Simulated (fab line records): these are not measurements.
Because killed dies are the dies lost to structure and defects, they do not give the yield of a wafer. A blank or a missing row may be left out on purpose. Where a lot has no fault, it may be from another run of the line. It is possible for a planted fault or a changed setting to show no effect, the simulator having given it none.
Matching of chambers :: flow sky130 :: 4 sister chambers for SKY_VIA1_ETCH_15 on rie-diel-03
The step etches SiO2 in C4F8/O2/Ar, stops on TiN, target depth 351 nm, time 54 s. 4 wafers are shown with their chamber, then 10 later ones without.

WAFERS WITH THEIR CHAMBER
wafer: L086.1
chamber: 2
oes-product-au (a.u.): 0.963

wafer: L086.6
chamber: 1
oes-product-au (a.u.): 0.976

wafer: L087.1
chamber: 3
oes-product-au (a.u.): 0.977

wafer: L087.4
chamber: 0
oes-product-au (a.u.): 0.991

WAFERS WHOSE CHAMBER IS MISSING
wafer: L087.5
oes-product-au (a.u.): 0.979

wafer: L089.4
oes-product-au (a.u.): 0.975

wafer: L089.5
oes-product-au (a.u.): 0.979

wafer: L089.6
oes-product-au (a.u.): 0.979

wafer: L094.2
oes-product-au (a.u.): 0.974

wafer: L094.4
oes-product-au (a.u.): 0.969

wafer: L094.5
oes-product-au (a.u.): 0.955

wafer: L096.2
oes-product-au (a.u.): 0.987

wafer: L096.3
oes-product-au (a.u.): 0.979

wafer: L096.4
oes-product-au (a.u.): 0.983

WHICH CHAMBER EACH WENT THROUGH
wafer: L087.5
from the rows above: can't be placed: 3 or 1
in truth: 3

wafer: L089.4
from the rows above: can't be placed: 1 or 3
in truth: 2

wafer: L089.5
from the rows above: can't be placed: 3 or 1
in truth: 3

wafer: L089.6
from the rows above: can't be placed: 3 or 1
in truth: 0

wafer: L094.2
from the rows above: can't be placed: 1 or 3
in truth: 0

wafer: L094.4
from the rows above: can't be placed: 2 or 1 or 3
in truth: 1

wafer: L094.5
from the rows above: 2
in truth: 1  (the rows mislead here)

wafer: L096.2
from the rows above: can't be placed: 0 or 3 or 1
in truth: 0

wafer: L096.3
from the rows above: can't be placed: 3 or 1
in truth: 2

wafer: L096.4
from the rows above: can't be placed: 3 or 1 or 0
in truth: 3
Placed correctly: 0 of 10. Can't be placed from these rows: 9 (the true chamber is among the candidates in 5). Wrongly placed: 1.
How it was worked out, from the rows above alone: a wafer's distance from a chamber is the root of the sum, over the readings, of the square of ((its reading less the chamber's mean) divided by the reading's scatter). If the next closest chamber is less than 2 further off than the closest, the wafer can't be placed; otherwise it belongs to the closest. The mean given for a chamber averages the wafers shown for that chamber. The scatter: with one shown wafer a chamber, the root of the mean of the squares of how far each hidden wafer lies from its nearest shown one.
